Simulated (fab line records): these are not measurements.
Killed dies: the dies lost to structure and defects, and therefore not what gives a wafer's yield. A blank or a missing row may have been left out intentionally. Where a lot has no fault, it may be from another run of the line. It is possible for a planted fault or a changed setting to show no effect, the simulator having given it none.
Shared-tool check | flow gf180mcu | Sampled: 14 lots, 48 wafers

== REASON FOR OPENING ==
At GF_POLY_GATE_CD_MEAS_10 the reading cd-nm is flagged on 2 of 14 lots. No-fault wafers: 280.1 nm, standard deviation 0.99.
Rule: a lot gets a flag if all its wafers with a number sit over 4 standard deviations from that mean, or if no wafer of it has a number. The rest of the lots are taken to be sound.

lot  | measured     | on        | cd-nm (nm), wafer by wafer          | flag
L152 | day 9 04:11  | cd-sem-01 | 278.0 279.1 279.4                   |
L153 | day 9 10:07  | cd-sem-02 | 281.5 280.8 281.6                   |
L154 | day 10 00:05 | cd-sem-02 | 279.4 279.1 278.3                   |
L155 | day 10 07:56 | cd-sem-02 | 279.6 280.8 279.9                   |
L156 | day 10 10:16 | cd-sem-02 | 279.7 279.7 280.0                   |
L160 | day 11 12:55 | cd-sem-01 | 280.9 280.6 280.6                   |
L159 | day 11 14:14 | cd-sem-02 | 282.0 282.0 280.3                   |
L161 | day 11 17:33 | cd-sem-01 | 282.1 282.4 281.5                   |
L162 | day 12 07:55 | cd-sem-02 | 279.4 277.8 278.8                   |
L164 | day 12 19:53 | cd-sem-01 | 281.1 279.6 279.9                   |
L168 | day 13 17:02 | cd-sem-02 | 279.5 279.2 279.4                   |
L172 | day 15 02:59 | cd-sem-02 | 296.3 295.3 294.8 296.2 295.1 295.1 | FLAGGED
L173 | day 15 10:41 | cd-sem-02 | 296.2 296.0 294.9 296.0 296.0 295.1 | FLAGGED
L174 | day 15 20:55 | cd-sem-01 | 277.9 280.4 279.8                   |
The mean of the flagged lots' numbers is 295.6 nm, +15.5 nm from the usual (+16 standard deviations).

== LOT BY LOT: THE TOOL USED ==
The record keeps 1 process step preceding the reading, out of 602 steps on the route. Each cell gives the tool, then ch followed by the chambers the sampled wafers passed through, then the start.
lot  | flag    | GF_POLY_GATE_PEB_08
L152 |         | litho-track-02 ch 0, day 9 03:49
L153 |         | litho-track-02 ch 0, day 9 09:46
L154 |         | litho-track-02 ch 0, day 9 23:46
L155 |         | litho-track-02 ch 0, day 10 07:35
L156 |         | litho-track-01 ch 0, day 10 09:55
L160 |         | litho-track-04 ch 0, day 11 12:36
L159 |         | litho-track-02 ch 0, day 11 13:53
L161 |         | litho-track-02 ch 0, day 11 17:14
L162 |         | litho-track-04 ch 0, day 12 07:35
L164 |         | litho-track-02 ch 0, day 12 19:32
L168 |         | litho-track-01 ch 0, day 13 16:41
L172 | FLAGGED | litho-track-02 ch 0, day 15 02:37
L173 | FLAGGED | litho-track-02 ch 0, day 15 10:20
L174 |         | litho-track-04 ch 0, day 15 20:33
What the steps here do:
- GF_POLY_GATE_PEB_08: peb time 90 s.
- GF_POLY_GATE_CD_MEAS_10: target cd 280 nm.

== FLAGGED AGAINST TOTAL, ONE TOOL AT A TIME (gauges that did the reading follow at the end) ==
step                    | tool           | lots run | flagged | share of the flagged lots | sound lots run after its first flagged lot
GF_POLY_GATE_PEB_08     | litho-track-01 | 2        | 0       | none                      | -
GF_POLY_GATE_PEB_08     | litho-track-02 | 9        | 2       | all                       | 0
GF_POLY_GATE_PEB_08     | litho-track-04 | 3        | 0       | none                      | -
GF_POLY_GATE_CD_MEAS_10 | cd-sem-01      | 5        | 0       | none                      | -
GF_POLY_GATE_CD_MEAS_10 | cd-sem-02      | 9        | 2       | all                       | 0

== WHAT THE TABLE PERMITS ==
In 2 table rows, all flagged lots were run: litho-track-02 (GF_POLY_GATE_PEB_08), cd-sem-02 (GF_POLY_GATE_CD_MEAS_10).
- litho-track-02 at GF_POLY_GATE_PEB_08: 2 of its 9 lots flagged. A fault beginning between L164 (day 12 19:32), its last sound lot, and L172 (day 15 02:37), its first flagged one, fits the data. Its own readings (heater-power-total-W, plate-temp-C) fall more than 4 standard deviations out on all wafers of the flagged lots.
- cd-sem-02 at GF_POLY_GATE_CD_MEAS_10: 2 of its 9 lots flagged. A fault beginning between L168 (day 13 17:02), its last sound lot, and L172 (day 15 02:59), its first flagged one, fits the data.
Counting lots can't tell these 2 tools apart, because each fits a fault that began at some hour. More lots, or a look at what each step does to the wafer, might.

== WHAT WAS PUT IN BY THE SIMULATOR ==
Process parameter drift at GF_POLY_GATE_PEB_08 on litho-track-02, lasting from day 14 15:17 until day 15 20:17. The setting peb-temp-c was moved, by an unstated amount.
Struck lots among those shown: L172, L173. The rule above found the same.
